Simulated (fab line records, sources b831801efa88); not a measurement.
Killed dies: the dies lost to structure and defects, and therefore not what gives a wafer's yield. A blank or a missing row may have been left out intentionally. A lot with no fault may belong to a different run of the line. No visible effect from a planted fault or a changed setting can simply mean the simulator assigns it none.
Which tool did it?	flow gf180mcu	6 lots (18 wafers sampled), 1 step of a 602-step route

== WHAT THE GAUGES READ, wafer by wafer ==
GF_NWELL_OVL_MEAS_07.
lot	measured	on	NWELL_OVL (nm)
L229	day 3 15:30	overlay-01	2.1 1.8 2.1
L231	day 4 02:11	overlay-01	-1.3 -0.1 -1.1
L233	day 4 12:23	overlay-02	-0.4 1.0 0.0
L238	day 5 14:12	overlay-02	2.3 1.7 1.2
L241	day 6 07:21	overlay-01	0.6 0.6 0.6
L244	day 6 22:07	overlay-01	-0.4 0.6 0.7

== EACH LOT AND THE TOOL THAT RAN IT (in order: tool; ch and the chambers of the sampled wafers; start) ==
No process step before these readings appears in the record.

== THE ANSWER, worked out from the rows above alone ==
Rule: the lots themselves supply what counts as usual. The widest of any qualifying gaps counts: lots, ordered by their means at a reading, are off when they make up no more than a third of the lots, leave a main group of 4 or more, and stand apart from it by 3 or more times the standard deviation of that group's means. A main group is skipped when, at the precision printed for the reading in the tables above, its means are all equal. Also off: a lot with no number at a reading for which 4 or more lots have one. All remaining lots with rows at the step are treated as sound.
Nothing can be told from this: no lot is off at any reading shown.

== WHAT HAD BEEN PUT IN BY THE SIMULATOR ==
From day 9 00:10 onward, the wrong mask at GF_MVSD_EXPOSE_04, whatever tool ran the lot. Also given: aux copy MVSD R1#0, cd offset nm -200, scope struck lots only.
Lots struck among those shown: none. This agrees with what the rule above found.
